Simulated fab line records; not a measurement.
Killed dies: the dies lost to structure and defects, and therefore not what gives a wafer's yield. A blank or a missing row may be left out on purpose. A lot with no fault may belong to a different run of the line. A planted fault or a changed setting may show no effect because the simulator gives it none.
fab line records	flow sky130
record: lots: 7	wafers: 21	lastDay: 50
route steps=708 shown CAP2M@614 METAL4@621 PAD_OPEN@708
lots that met no fault: taken from a fault-free run of the same line
startH: the number of hours between the record's first day and the start of the first shown wafer of the lot	waitH: hours elapsed since this lot's preceding step	" repeats the value in the row above	L1.1+2: a single row standing in for several wafers	- no value present, or no start provided	* or withheld: withheld	< > ~ a bound
route shown NAME@n: NAME is a module with steps in the file, n the number in the route of the first one	usual: the fault-free wafers' mean and standard deviation	same: alike in all rows	chamber/n: place in a boat	sites: each site's reading	_std_site: how widely they spread, as a standard deviation	_edge_site: outer sites' mean less inner sites'	radiusMm: for every site, how far away it sits from the centre of the wafer	mask NAME#n: copy n	behind: the most recent tool/chamber to have shaped the wafer	hold: reason for holding the lot/hours on hold/outcome of the hold	device: which transistor (n, p or np) failed to switch	end of line: at the end of the route, the tests of the same wafers	where a step has no rows: the recipe by itself	killed: not the wafer's yield, but the dies lost to structure and defects at the first sort	map: per-die view of a wafer (x killed, . not killed, _ where there is no die)
set.NAME: the setting that was run; set.NAME@STEP: the one run at that earlier step	model.NAME: the simulator's own value behind a step, which no gauge read
lots seen at some steps along the route; tables by step, rows by wafer
services: when a tool's chamber went out of use (startH, in hours from the record's first day, below 0 if earlier), for how many hours, and the reason
== steps ==
step: SKY_CAP2M_DEVELOP_11
recipe: resist: NOVOLAK	developer: TMAH	developTimeS: 60	devTempC: 23
step: SKY_CAP2M_OVL_MEAS_12
usual: CAP2M_OVL: -1.4/1.2
lot.wafer	tool	chamber	startH	waitH	CAP2M_OVL[nm]
L860.1	overlay-01	-	988.71	0.1	-1.3
L860.5	"	-	"	"	-1.2
L860.6	"	-	"	"	0.7
L862.1	overlay-01	-	1003.84	0.1	-3.7
L862.3	"	-	"	"	-2.1
L862.4	"	-	"	"	-0.2
L866.2	overlay-02	-	1024.01	0.1	-2.1
L866.5	"	-	"	"	0.2
L866.6	"	-	"	"	-0.5
L867.2	overlay-01	-	1026.89	0.1	-2.8
L867.3	"	-	"	"	-3.4
L867.5	"	-	"	"	-2.3
L868.3	overlay-02	-	1029.75	0.1	-2.0
L868.4	"	-	"	"	-2.5
L868.5	"	-	"	"	-1.4
L873.2	overlay-02	-	1069.39	0.1	0.5
L873.3	"	-	"	"	-0.6
L873.6	"	-	"	"	-1.4
L882.3	overlay-02	-	1107.85	0.1	-2.3
L882.4	"	-	"	"	-1.4
L882.6	"	-	"	"	-1.7
step: SKY_CAP2M_METAL_ETCH_13
recipe: targetDepthNm: 220	stopOn: SiO2	chemistry: Cl2/BCl3	target: TiN	pressureMtorr: 10	icpW: 900	biasW: 48.5	Cl2_flow_sccm: 60	bcl3FlowSccm: 30	timeS: 62.9
usual: drypumpMotorCurrentA: 5.4/0.5	oesProductAu: 0.944/0.0077	throttleValvePct: 21.900/0.0094
lot.wafer	tool	chamber	startH	waitH	drypumpMotorCurrentA	oesProductAu	rfHoursCounterH	throttleValvePct
L860.1	rieMetal-04	1	988.74	0.0	5.8	0.954	6	21.892
L860.5	"	0	"	"	5.2	0.947	-	21.898
L860.6	"	1	"	"	5.8	0.956	-	21.897
L862.1	rieMetal-03	0	1003.87	0.0	5.3	0.937	7	21.905
L862.3	"	0	"	"	5.3	0.951	-	21.891
L862.4	"	1	"	"	4.9	0.949	-	21.883
L866.2	rieMetal-03	0	1024.04	0.0	5.4	0.934	9	21.897
L866.5	"	0	"	"	5.3	0.938	-	21.901
L866.6	"	1	"	"	5.0	0.939	-	21.908
L867.2	rieMetal-01	0	1026.92	0.0	6.3	0.936	17	21.917
L867.3	"	1	"	"	4.7	0.954	-	21.895
L867.5	"	1	"	"	4.7	0.938	-	21.895
L868.3	rieMetal-03	0	1029.80	0.0	5.3	0.939	-	21.909
L868.4	"	1	"	"	5.0	0.938	-	21.895
L868.5	"	1	"	"	4.9	0.944	-	21.902
L873.2	rieMetal-03	0	1069.42	0.0	5.3	0.951	12	21.903
L873.3	"	0	"	"	5.3	0.938	-	21.903
L873.6	"	1	"	"	4.9	0.953	-	21.898
L882.3	rieMetal-01	1	1107.90	0.0	4.7	0.953	-	21.908
L882.4	"	0	"	"	6.3	0.953	-	21.891
L882.6	"	0	"	"	6.3	0.957	-	21.889
step: SKY_CAP2M_STRIP_14
recipe: chemistry: O2/N2	powerW: 1400	pressureMtorr: 1500	platenTempC: withheld	o2FlowSccm: 3000	n2FlowSccm: 300	overashFraction: 0.5
usual: drypumpMotorCurrentA: 5.9/0.54	oesProductAu: 0.711/0.0043	stripTimeToEndpointS: 12.64/0.047
lot.wafer	tool	chamber	startH	waitH	drypumpMotorCurrentA	oesProductAu	rfHoursCounterH	stripTimeToEndpointS
L860.1	plasmaAsher-03	1	988.82	0.1	6.8	0.705	119	12.57
L860.5	"	1	"	"	6.8	0.704	-	12.61
L860.6	"	0	"	"	5.9	0.710	-	12.58
L862.1	plasmaAsher-03	1	1003.95	0.1	6.8	0.712	120	12.70
L862.3	"	0	"	"	5.9	0.711	-	12.67
L862.4	"	1	"	"	6.8	0.713	-	12.66
L866.2	plasmaAsher-02	1	1024.12	0.1	5.9	0.709	57	12.57
L866.5	"	0	"	"	5.5	0.715	-	12.59
L866.6	"	1	"	"	5.9	0.704	-	12.58
L867.2	plasmaAsher-03	1	1027.00	0.1	6.8	0.708	123	12.62
L867.3	"	1	"	"	6.8	0.709	-	12.61
L867.5	"	1	"	"	6.8	0.700	-	12.68
L868.3	plasmaAsher-02	0	1029.88	0.1	5.5	0.708	-	12.65
L868.4	"	1	"	"	5.9	0.711	-	12.62
L868.5	"	1	"	"	5.9	0.707	-	12.64
L873.2	plasmaAsher-03	1	1069.50	0.1	6.8	0.712	1	12.67
L873.3	"	1	"	"	6.8	0.716	-	12.68
L873.6	"	1	"	"	6.8	0.711	-	12.72
L882.3	plasmaAsher-03	1	1107.98	0.1	6.8	0.712	-	12.64
L882.4	"	0	"	"	5.9	0.705	-	12.63
L882.6	"	0	"	"	5.9	0.719	-	12.62
step: SKY_CAP2M_STRIP_15
recipe: chemistry: postEtchResidueRemover	timeS: 1200	tempC: 72.5
step: SKY_CAP2M_CLEAN_16
recipe: chemistry: IPA	timeS: 180	tempC: 25
step: SKY_CAP2M_CLEAN_17
recipe: chemistry: O3/DIW	dry: n2Spin
step: SKY_METAL4_DEHYDRATE_05
recipe: tempC: 200	timeS: 60
step: SKY_METAL4_HMDS_06
recipe: primeTimeS: 60	primeTempC: 120
step: SKY_METAL4_COAT_07
recipe: resist: BARC	tempC: withheld	timeS: withheld	spinRpm: 3000	resistThkNm: 60
step: SKY_METAL4_COAT_08
recipe: resist: KrF-thick	spinRpm: 3000	resistThkNm: 1140
step: SKY_METAL4_SOFTBAKE_09
recipe: tempC: 100	timeS: 90	resist: KrF-thick
step: SKY_METAL4_EXPOSE_10
recipe: maskId: MM4	na: 0.68	sourceShape: annular	sigmaInner: 0.4	sigmaOuter: 0.8	targetCdNm: 300	doseMj: 28
same: na: 0.68
lot.wafer	tool	chamber	startH	waitH	mask
L860.1+5+6	krfScanner-02	0	1000.69	-	MM4#0
L862.1+3+4	krfScanner-02	0	1015.16	-	MM4#0
L866.2+5+6	krfScanner-02	0	1034.33	-	MM4#0
L867.2+3+5	krfScanner-02	0	1036.69	-	MM4#0
L868.3+4+5	krfScanner-02	0	1040.37	-	MM4#0
L873.2+3+6	krfScanner-01	0	1081.44	-	MM4#0
L882.3+4+6	krfScanner-01	0	1118.95	-	MM4#0
step: SKY_METAL4_PEB_11
recipe: pebTempC: withheld	pebTimeS: withheld	resist: KrF-thick
step: SKY_METAL4_DEVELOP_12
recipe: developTimeS: 60	resist: KrF-thick	devTempC: 21
step: SKY_METAL4_CD_MEAS_13
recipe: targetCdNm: 300
usual: cdNm: 299.4/1.6
lot.wafer	tool	chamber	startH	waitH	cdNm
L860.1	cdSem-01	-	1010.49	-	297.5
L860.5	"	-	"	"	297.3
L860.6	"	-	"	"	297.5
L862.1	cdSem-02	-	1024.59	-	297.1
L862.3	"	-	"	"	296.5
L862.4	"	-	"	"	297.2
L866.2	cdSem-02	-	1043.41	-	285.0
L866.5	"	-	"	"	300.4
L866.6	"	-	"	"	300.0
L867.2	cdSem-01	-	1045.51	-	282.1
L867.3	"	-	"	"	281.1
L867.5	"	-	"	"	298.3
L868.3	cdSem-01	-	1051.78	-	280.7
L868.4	"	-	"	"	297.7
L868.5	"	-	"	"	296.4
L873.2	cdSem-01	-	1091.59	-	300.9
L873.3	"	-	"	"	302.2
L873.6	"	-	"	"	299.5
L882.3	cdSem-02	-	1128.68	-	298.7
L882.4	"	-	"	"	300.5
L882.6	"	-	"	"	300.2
step: SKY_METAL4_OVL_MEAS_14
usual: METAL4_OVL: 1/6
lot.wafer	tool	chamber	startH	waitH	METAL4_OVL[nm]
L860.1	overlay-02	-	1010.61	0.1	-5
L860.5	"	-	"	"	-6
L860.6	"	-	"	"	-4
L862.1	overlay-01	-	1024.71	0.1	-4
L862.3	"	-	"	"	-3
L862.4	"	-	"	"	-9
L866.2	overlay-02	-	1043.51	0.1	-1
L866.5	"	-	"	"	-4
L866.6	"	-	"	"	3
L867.2	overlay-02	-	1045.61	0.1	9
L867.3	"	-	"	"	4
L867.5	"	-	"	"	4
L868.3	overlay-02	-	1051.87	0.1	-3
L868.4	"	-	"	"	-9
L868.5	"	-	"	"	-1
L873.2	overlay-02	-	1091.70	0.1	7
L873.3	"	-	"	"	4
L873.6	"	-	"	"	4
L882.3	overlay-02	-	1128.77	0.1	10
L882.4	"	-	"	"	11
L882.6	"	-	"	"	9
step: SKY_METAL4_DESCUM_15
recipe: chemistry: O2	sourcePowerW: 150	biasPowerW: 0	pressureMtorr: 10	tempC: 40	timeS: 8
usual: drypumpMotorCurrentA: 5.3/0.4	oesProductAu: 1.000/0.0073
same: biasPowerW: 0
lot.wafer	tool	chamber	startH	waitH	drypumpMotorCurrentA	oesProductAu	rfHoursCounterH	model.METAL4.cdNm
L860.1	rieMetal-04	0	1010.64	0.0	5.2	1.000	9.0	297.3
L860.5	"	1	"	"	5.8	0.993	-	297.6
L860.6	"	0	"	"	5.2	0.997	-	297.1
L862.1	rieMetal-03	0	1024.74	0.0	5.3	0.995	8.7	297.1
L862.3	"	0	"	"	5.3	1.005	-	296.7
L862.4	"	1	"	"	4.9	1.013	-	297.3
L866.2	rieMetal-03	0	1043.54	0.0	5.3	1.000	10.0	284.9
L866.5	"	1	"	"	5.0	1.005	-	300.4
L866.6	"	0	"	"	5.3	0.994	-	299.4
L867.2	rieMetal-03	1	1045.64	0.0	5.0	0.995	8.9	282.2
L867.3	"	1	"	"	4.9	1.003	-	281.6
L867.5	"	1	"	"	4.9	1.011	-	298.6
L868.3	rieMetal-02	1	1051.90	0.0	6.1	1.002	-	280.3
L868.4	"	0	"	"	4.9	1.007	-	297.8
L868.5	"	0	"	"	4.9	1.009	-	296.9
L873.2	rieMetal-02	1	1091.73	0.0	6.1	0.995	9.4	301.1
L873.3	"	1	"	"	6.1	0.986	-	301.9
L873.6	"	1	"	"	6.1	0.993	-	298.9
L882.3	rieMetal-03	1	1128.80	0.0	4.9	0.990	-	298.9
L882.4	"	0	"	"	5.3	0.991	-	299.5
L882.6	"	0	"	"	5.3	0.998	-	299.6
step: SKY_METAL4_ETCH_16
recipe: chemistry: N2/H2	target: BARC	ionEnergyEv: 200	biasW: 100	pressureMtorr: 30	n2FlowSccm: 100	h2FlowSccm: 200	icpW: 500	stopOn: SiO2	timeS: 88.2	targetDepthA: 600
usual: drypumpMotorCurrentA: 5.3/0.4	oesProductAu: 0.625/0.0046	throttleValvePct: 13.205/0.0093
lot.wafer	tool	chamber	startH	waitH	drypumpMotorCurrentA	oesProductAu	rfHoursCounterH	throttleValvePct
L860.1	rieMetal-04	0	1010.67	0.0	5.2	0.625	9.0	13.203
L860.5	"	1	"	"	5.8	0.622	-	13.220
L860.6	"	0	"	"	5.2	0.615	-	13.201
L862.1	rieMetal-03	0	1024.77	0.0	5.4	0.619	8.7	13.197
L862.3	"	0	"	"	5.3	0.624	-	13.220
L862.4	"	1	"	"	5.0	0.623	-	13.213
L866.2	rieMetal-03	0	1043.57	0.0	5.3	0.628	10.0	13.205
L866.5	"	1	"	"	5.0	0.631	-	13.226
L866.6	"	0	"	"	5.3	0.618	-	13.201
L867.2	rieMetal-03	1	1045.67	0.0	5.0	0.618	8.9	13.213
L867.3	"	1	"	"	5.0	0.622	-	13.198
L867.5	"	1	"	"	5.0	0.626	-	13.212
L868.3	rieMetal-02	1	1051.96	0.0	6.1	0.623	-	13.207
L868.4	"	0	"	"	5.0	0.623	-	13.209
L868.5	"	0	"	"	5.0	0.623	-	13.197
L873.2	rieMetal-02	1	1091.76	0.0	6.1	0.628	9.4	13.200
L873.3	"	1	"	"	6.1	0.621	-	13.201
L873.6	"	1	"	"	6.2	0.622	-	13.203
L882.3	rieMetal-03	1	1128.86	0.0	4.9	0.621	-	13.212
L882.4	"	0	"	"	5.3	0.630	-	13.208
L882.6	"	0	"	"	5.3	0.622	-	13.215
step: SKY_METAL4_ETCH_17
recipe: target: SiO2	stopOn: TiN	chemistry: C4F8/O2/Ar	sourceW: 1500	biasW: 1200	pressureMtorr: 40	c4f8FlowSccm: withheld	O2_flow_sccm: 6	Ar_flow_sccm: 300	timeS: 3.9	targetDepthA: 150
usual: oesProductAu: 0.754/0.0073
lot.wafer	tool	chamber	startH	waitH	oesProductAu	rfHoursCounterH
L860.1	rieDiel-02	0	1010.77	0.1	0.755	7
L860.5	"	3	"	"	0.749	-
L860.6	"	0	"	"	0.760	-
L862.1	rieDiel-03	2	1024.87	0.1	0.739	20
L862.3	"	0	"	"	0.744	8
L862.4	"	3	"	"	0.762	9
L866.2	rieDiel-04	3	1043.67	0.1	0.736	16
L866.5	"	3	"	"	0.749	-
L866.6	"	0	"	"	0.744	-
L867.2	rieDiel-02	0	1045.77	0.1	0.751	8
L867.3	"	1	"	"	0.759	25
L867.5	"	3	"	"	0.761	-
L868.3	rieDiel-03	1	1052.02	0.0	0.751	13
L868.4	"	2	"	"	0.760	21
L868.5	"	1	"	"	0.754	-
L873.2	rieDiel-03	0	1091.86	0.1	0.767	10
L873.3	"	1	"	"	0.745	14
L873.6	"	0	"	"	0.760	-
L882.3	rieDiel-02	3	1128.92	0.0	0.752	15
L882.4	"	0	"	"	0.749	11
L882.6	"	3	"	"	0.749	-
step: SKY_METAL4_METAL_ETCH_18
recipe: targetDepthA: 8450	stopOn: SiO2	overEtchFrac: 0.3	timeS: 183.1	chemistry: Cl2/BCl3	resistSidewallDeg: 88	pressureMtorr: 10	icpW: 900	biasW: 48.5	Cl2_flow_sccm: 60	bcl3FlowSccm: 30
usual: drypumpMotorCurrentA: 5.4/0.43	oesProductAu: 0.863/0.0056	throttleValvePct: 22.265/0.0082
lot.wafer	tool	chamber	startH	waitH	drypumpMotorCurrentA	oesProductAu	rfHoursCounterH	throttleValvePct	model.METAL4.cdNm
L860.1	rieMetal-03	0	1010.79	0.0	5.3	0.867	8	22.270	286.3
L860.5	"	1	"	"	4.9	0.865	-	22.275	299
L860.6	"	0	"	"	5.3	0.860	-	22.277	283.9
L862.1	rieMetal-02	1	1024.89	0.0	6.1	0.878	5	22.263	298.8
L862.3	"	1	"	"	6.1	0.865	-	22.271	298.9
L862.4	"	0	"	"	4.9	0.868	-	22.262	295.7
L866.2	rieMetal-02	1	1043.69	0.0	6.1	0.857	6	22.266	282
L866.5	"	0	"	"	4.9	0.863	-	22.266	298.7
L866.6	"	1	"	"	6.1	0.866	-	22.261	297.7
L867.2	rieMetal-04	0	1045.79	0.0	5.2	0.863	12	22.257	276.3
L867.3	"	0	"	"	5.2	0.866	-	22.267	276
L867.5	"	0	"	"	5.2	0.859	-	22.247	293.4
L868.3	rieMetal-03	1	1052.10	0.1	5.0	0.867	-	22.278	287.7
L868.4	"	0	"	"	5.3	0.868	-	22.260	285.3
L868.5	"	1	"	"	4.9	0.869	-	22.267	299.2
L873.2	rieMetal-03	0	1091.88	0.0	5.3	0.859	14	22.268	291.7
L873.3	"	0	"	"	5.3	0.867	-	22.253	292.2
L873.6	"	1	"	"	4.9	0.866	-	22.270	305.2
L882.3	rieMetal-04	1	1129.00	0.1	5.8	0.865	-	22.268	300.8
L882.4	"	0	"	"	5.2	0.864	-	22.270	295
L882.6	"	0	"	"	5.2	0.868	-	22.272	298.4
step: SKY_METAL4_STRIP_19
recipe: chemistry: O2/N2	powerW: 1400	pressureMtorr: 1500	platenTempC: withheld	o2FlowSccm: 3000	n2FlowSccm: 300	overashFraction: 0.5
usual: drypumpMotorCurrentA: 6.1/0.56	oesProductAu: 0.502/0.0054	stripTimeToEndpointS: 6.53/0.071
lot.wafer	tool	chamber	startH	waitH	drypumpMotorCurrentA	oesProductAu	rfHoursCounterH	stripTimeToEndpointS
L860.1	plasmaAsher-03	0	1010.97	0.1	5.9	0.503	121	6.52
L860.5	"	1	"	"	6.8	0.502	-	6.48
L860.6	"	0	"	"	5.9	0.505	-	6.61
L862.1	plasmaAsher-01	1	1025.07	0.1	5.6	0.504	91	6.56
L862.3	"	0	"	"	5.1	0.504	-	6.59
L862.4	"	1	"	"	5.6	0.499	-	6.35
L866.2	plasmaAsher-04	1	1043.87	0.1	6.3	0.504	26	6.55
L866.5	"	1	"	"	6.3	0.501	-	6.46
L866.6	"	0	"	"	6.5	0.492	-	6.50
L867.2	plasmaAsher-01	0	1045.97	0.1	5.1	0.499	93	6.53
L867.3	"	0	"	"	5.1	0.503	-	6.57
L867.5	"	1	"	"	5.6	0.500	-	6.44
L868.3	plasmaAsher-04	0	1052.25	0.1	6.5	0.496	-	6.51
L868.4	"	1	"	"	6.4	0.497	-	6.47
L868.5	"	0	"	"	6.5	0.492	-	6.49
L873.2	plasmaAsher-01	0	1092.06	0.1	5.1	0.499	98	6.36
L873.3	"	0	"	"	5.1	0.494	-	6.31
L873.6	"	0	"	"	5.1	0.497	-	6.46
L882.3	plasmaAsher-01	0	1129.15	0.1	5.1	0.508	-	6.65
L882.4	"	1	"	"	5.6	0.505	-	6.54
L882.6	"	0	"	"	5.1	0.500	-	6.48
step: SKY_PAD_OPEN_PROBE_99
usual: defectLimitedYield: 82.1/2	killed_at_M0_to_M3: 43/6.4	killed_at_M4_up: 3.2/1.8	killedAtContacts: 25/5.5	killedAtFrontEnd: 16/5.2	killedAtOther: 0.3/0.49	killedDies: 88/10	killedOpen: 48/7	killedShort: 40/7.1	sort_bin_3_pad_short: 0.9/0.42	sort_bin_5_function: 10.5/1.6	sort_bin_6_memory: 6.5/1.2	sortNPass: 404/10	sortYieldPct: 82.1/2
same: grossDies: 492	killedAtBackSide: 0	sort_bin_4_leakage[%]: 0	sort_bin_8_speed[%]: 0
lot.wafer	tool	chamber	startH	waitH	defectLimitedYield[%]	killed_at_M0_to_M3	killed_at_M4_up	killedAtContacts	killedAtFrontEnd	killedAtOther	killedDies	killedOpen	killedShort	sort_bin_3_pad_short[%]	sort_bin_5_function[%]	sort_bin_6_memory[%]	sortNPass	sortYieldPct[%]	model.etest.met4.widthNm	model.etest.met4.lineOhmUm
L860.1	prober-01	-	1102.03	0.1	80.3	43	2	28	24	0	97	46	51	1.2	11.8	6.7	395	80.3	289.6	0.1501
L860.5	prober-01	-	1102.23	0.2	78.5	55	5	29	17	0	106	66	40	1.4	12.4	7.7	386	78.5	299.6	0.1443
L860.6	prober-01	-	1102.28	0.2	80.5	43	3	30	20	0	96	52	44	0.8	11.4	7.3	396	80.5	282.8	0.1525
L862.1	prober-02	-	1115.55	0.1	85.2	37	5	19	10	2	73	40	33	1.0	7.3	6.5	419	85.2	298.2	0.1413
L862.3	prober-02	-	1115.65	0.2	83.5	39	2	27	13	0	81	51	30	0.4	10.4	5.7	411	83.5	295.5	0.1459
L862.4	prober-02	-	1115.70	0.2	85.0	44	1	20	9	0	74	40	34	0.6	8.3	6.1	418	85.0	297.9	0.1435
L866.2	prober-01	-	1134.92	0.1	81.5	43	7	21	20	0	91	50	41	0.6	9.6	8.3	401	81.5	278.4	0.1546
L866.5	prober-01	-	1135.07	0.2	82.3	40	6	28	13	0	87	50	37	0.8	11.0	5.9	405	82.3	293.9	0.1451
L866.6	prober-01	-	1135.12	0.2	83.1	51	1	14	17	0	83	47	36	0.6	9.1	7.1	409	83.1	294.1	0.1452
L867.2	prober-02	-	1136.99	0.1	83.5	38	4	27	11	1	81	47	34	1.8	9.3	5.3	411	83.5	277.3	0.1569
L867.3	prober-02	-	1137.04	0.2	83.5	39	3	19	20	0	81	45	36	1.6	10.4	4.5	411	83.5	276.4	0.1567
L867.5	prober-02	-	1137.14	0.2	86.0	37	0	16	16	0	69	35	34	1.4	7.3	5.3	423	86.0	292.8	0.148
L868.3	prober-01	-	1140.27	0.2	85.4	41	4	15	12	0	72	40	32	1.2	7.7	5.7	420	85.4	289.1	0.1451
L868.4	prober-01	-	1140.32	0.2	80.1	52	4	26	16	0	98	58	40	0.4	13.0	6.5	394	80.1	283.2	0.1506
L868.5	prober-01	-	1140.37	0.2	80.1	52	5	28	13	0	98	64	34	0.4	12.0	7.5	394	80.1	301.6	0.1402
L873.2	prober-01	-	1174.40	0.1	82.7	44	1	30	10	0	85	54	31	1.0	9.6	6.7	407	82.7	292.1	0.1458
L873.3	prober-01	-	1174.45	0.2	84.6	34	7	19	15	1	76	41	35	0.6	8.9	5.9	416	84.6	291.1	0.1461
L873.6	prober-01	-	1174.60	0.2	81.7	36	4	36	14	0	90	38	52	1.2	12.0	5.1	402	81.7	305.4	0.1384
L882.3	prober-01	-	1207.05	0.2	80.9	51	5	22	16	0	94	57	37	0.4	12.4	6.3	398	80.9	297.2	0.1433
L882.4	prober-01	-	1207.10	0.2	80.9	49	6	20	19	0	94	47	47	0.6	9.8	8.7	398	80.9	300.9	0.1412
L882.6	prober-01	-	1207.20	0.2	84.6	38	3	20	15	0	76	45	31	0.8	9.6	5.1	416	84.6	297.1	0.1425
killed by level:class
L860.1 CONTACT:geometricParticle:open=10 VIA1:geometricParticle:open=10 FIELD_ISO:geometricParticle:short=9 POLY_GATE:geometricParticle:open=8 CONTACT:geometricParticle:short=8 VIA1:geometricParticle:short=7 METAL1:geometricParticle:short=6 LI_CONTACT:geometricParticle:open=5
L860.5 VIA3:geometricParticle:open=13 CONTACT:geometricParticle:open=11 LI_CONTACT:geometricParticle:open=9 METAL3:geometricParticle:short=7 VIA1:geometricParticle:open=7 VIA2:geometricParticle:open=7 METAL2:geometricParticle:short=6 LOCAL_INTERCONNECT:geometricParticle:short=5
L860.6 CONTACT:geometricParticle:open=12 METAL2:geometricParticle:short=9 VIA3:geometricParticle:open=7 VIA1:geometricParticle:open=7 POLY_GATE:geometricParticle:open=5 LI_CONTACT:geometricParticle:open=5 CONTACT:geometricParticle:short=5 VIA2:geometricParticle:open=5
L862.1 VIA1:geometricParticle:open=9 CONTACT:geometricParticle:open=8 METAL1:geometricParticle:short=7 CONTACT:geometricParticle:short=5 LI_CONTACT:geometricParticle:open=4 VIA3:geometricParticle:open=4 VIA1:geometricParticle:short=4 METAL2:geometricParticle:short=4
L862.3 VIA1:geometricParticle:open=14 LI_CONTACT:geometricParticle:open=11 VIA3:geometricParticle:open=8 CONTACT:geometricParticle:open=8 FIELD_ISO:geometricParticle:open=4 POLY_GATE:geometricParticle:short=4 VIA3:geometricParticle:short=4 LOCAL_INTERCONNECT:geometricParticle:short=4
L862.4 VIA1:geometricParticle:open=10 VIA3:geometricParticle:short=8 LI_CONTACT:geometricParticle:open=5 LOCAL_INTERCONNECT:geometricParticle:open=5 VIA1:geometricParticle:short=5 VIA2:geometricParticle:open=5 VIA3:geometricParticle:open=5 FIELD_ISO:geometricParticle:short=3
L866.2 VIA1:geometricParticle:open=13 CONTACT:geometricParticle:open=7 FIELD_ISO:geometricParticle:short=7 METAL2:geometricParticle:short=7 FIELD_ISO:geometricParticle:open=6 VIA2:geometricParticle:open=5 LI_CONTACT:geometricParticle:open=5 METAL1:geometricParticle:short=5
L866.5 CONTACT:geometricParticle:open=14 VIA1:geometricParticle:open=8 METAL2:geometricParticle:short=7 LI_CONTACT:geometricParticle:open=6 FIELD_ISO:geometricParticle:open=5 METAL4:geometricParticle:short=5 CONTACT:geometricParticle:short=5 VIA1:geometricParticle:short=5
L866.6 VIA2:geometricParticle:open=13 VIA1:geometricParticle:open=10 CONTACT:geometricParticle:open=7 METAL1:geometricParticle:short=6 FIELD_ISO:geometricParticle:short=5 FIELD_ISO:geometricParticle:open=5 METAL3:geometricParticle:short=4 VIA3:geometricParticle:short=4
L867.2 VIA1:geometricParticle:open=13 LI_CONTACT:geometricParticle:open=10 CONTACT:geometricParticle:short=6 CONTACT:geometricParticle:open=5 FIELD_ISO:geometricParticle:open=4 METAL1:geometricParticle:short=4 VIA1:geometricParticle:short=4 VIA3:geometricParticle:open=4
L867.3 CONTACT:geometricParticle:open=8 FIELD_ISO:geometricParticle:open=7 METAL1:geometricParticle:short=7 VIA3:geometricParticle:open=6 LI_CONTACT:geometricParticle:open=6 VIA1:geometricParticle:short=5 VIA2:geometricParticle:open=5 POLY_GATE:geometricParticle:open=4
L867.5 VIA1:geometricParticle:open=10 METAL1:geometricParticle:short=9 VIA2:geometricParticle:open=7 CONTACT:geometricParticle:open=7 VIA1:geometricParticle:short=6 CONTACT:geometricParticle:short=5 FIELD_ISO:geometricParticle:short=4 FIELD_ISO:geometricParticle:open=3
L868.3 CONTACT:geometricParticle:open=8 VIA1:geometricParticle:open=8 VIA3:geometricParticle:open=7 VIA1:geometricParticle:short=7 METAL2:geometricParticle:short=6 METAL1:geometricParticle:short=5 LI_CONTACT:geometricParticle:open=4 FIELD_ISO:geometricParticle:short=3
L868.4 VIA1:geometricParticle:open=15 LI_CONTACT:geometricParticle:open=11 METAL2:geometricParticle:short=9 VIA3:geometricParticle:open=7 POLY_GATE:geometricParticle:open=6 CONTACT:geometricParticle:open=6 VIA1:geometricParticle:short=5 VIA3:geometricParticle:short=4
L868.5 CONTACT:geometricParticle:open=13 VIA1:geometricParticle:open=11 VIA2:geometricParticle:open=9 LI_CONTACT:geometricParticle:open=8 METAL1:geometricParticle:short=7 METAL2:geometricParticle:short=6 POLY_GATE:geometricParticle:open=5 VIA3:geometricParticle:open=5
L873.2 CONTACT:geometricParticle:open=13 LI_CONTACT:geometricParticle:open=9 VIA3:geometricParticle:open=9 VIA1:geometricParticle:short=7 VIA1:geometricParticle:open=7 VIA2:geometricParticle:open=6 METAL1:geometricParticle:short=4 VIA2:geometricParticle:short=4
L873.3 LI_CONTACT:geometricParticle:open=9 FIELD_ISO:geometricParticle:open=7 FIELD_ISO:geometricParticle:short=6 VIA2:geometricParticle:open=5 METAL1:geometricParticle:short=5 METAL3:geometricParticle:short=5 VIA1:geometricParticle:open=4 VIA3:geometricParticle:open=4
L873.6 CONTACT:geometricParticle:open=12 LI_CONTACT:geometricParticle:open=8 POLY_GATE:geometricParticle:short=7 METAL1:geometricParticle:short=7 CONTACT:geometricParticle:short=7 VIA1:geometricParticle:open=6 METAL2:geometricParticle:short=6 LOCAL_INTERCONNECT:geometricParticle:short=5
L882.3 VIA1:geometricParticle:open=18 VIA2:geometricParticle:open=8 LI_CONTACT:geometricParticle:open=7 CONTACT:geometricParticle:short=6 CONTACT:geometricParticle:open=5 VIA1:geometricParticle:short=5 METAL3:geometricParticle:short=5 POLY_GATE:geometricParticle:open=4
L882.4 VIA1:geometricParticle:open=9 VIA3:geometricParticle:open=9 POLY_GATE:geometricParticle:open=7 CONTACT:geometricParticle:short=7 VIA1:geometricParticle:short=6 METAL3:geometricParticle:short=6 POLY_GATE:geometricParticle:short=5 LI_CONTACT:geometricParticle:open=5
L882.6 CONTACT:geometricParticle:open=9 VIA1:geometricParticle:open=7 VIA1:geometricParticle:short=6 POLY_GATE:geometricParticle:open=5 VIA3:geometricParticle:open=5 VIA2:geometricParticle:open=5 CONTACT:geometricParticle:short=4 METAL1:geometricParticle:short=4
== services ==
tool	chamber	startH	hours	kind
rieDiel-02	2	970.93	6.1	repair
krfScanner-02	-	986.47	4.0	pm
plasmaAsher-02	-	986.59	2.8	pm
rieMetal-02	-	989.58	2.2	repair
plasmaAsher-04	-	994.23	6.3	repair
krfScanner-01	-	998.44	4.4	pm
rieDiel-03	3	1002.08	14.8	repair
krfScanner-02	-	1011.49	0.7	repair
rieDiel-02	-	1012.88	0.4	repair
rieDiel-02	-	1022.43	0.6	repair
krfScanner-02	-	1035.11	1.0	pm
krfScanner-01	-	1038.30	4.4	pm
plasmaAsher-02	-	1049.89	0.4	repair
plasmaAsher-03	-	1055.25	9.0	pm
plasmaAsher-03	-	1060.51	4.1	repair
rieMetal-03	-	1061.44	1.4	pm
krfScanner-02	-	1064.75	0.2	repair
plasmaAsher-02	-	1065.85	1.3	repair
plasmaAsher-02	-	1067.16	6.9	repair
krfScanner-02	-	1082.90	1.3	pm
krfScanner-01	-	1097.51	1.0	pm
rieDiel-03	0	1102.90	1.5	repair
rieMetal-02	-	1106.79	1.4	pm
krfScanner-02	-	1109.09	0.5	repair
== key ==
firstSign: step: SKY_METAL4_CD_MEAS_13	reading: cdNm	direction: down	sigmas: 11	usual: 299.4	struck: 282.2
effect none on later readings
modelEffect: step: SKY_METAL4_DESCUM_15	value: METAL4.cdNm	without: 298.1	struck: 282.2
modelEffect: step: SKY_METAL4_METAL_ETCH_18	value: METAL4.cdNm	without: 296.4	struck: 280.5
modelEffect: step: SKY_PAD_OPEN_PROBE_99	value: etest.met4.widthNm	without: 296.2	struck: 280.3
metAt SKY_METAL4_EXPOSE_10
struckWafers L866.2,L867.2,L867.3,L868.3
onsetBetween 1015.16 1034.33
fault: kind: processParameterDrift	tool: krfScanner-02	chamber: -	onsetH: 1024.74	steps: SKY_METAL4_EXPOSE_10	channel: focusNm	offset: 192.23	shape: step	endH: 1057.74	scope: struckWafersOnly
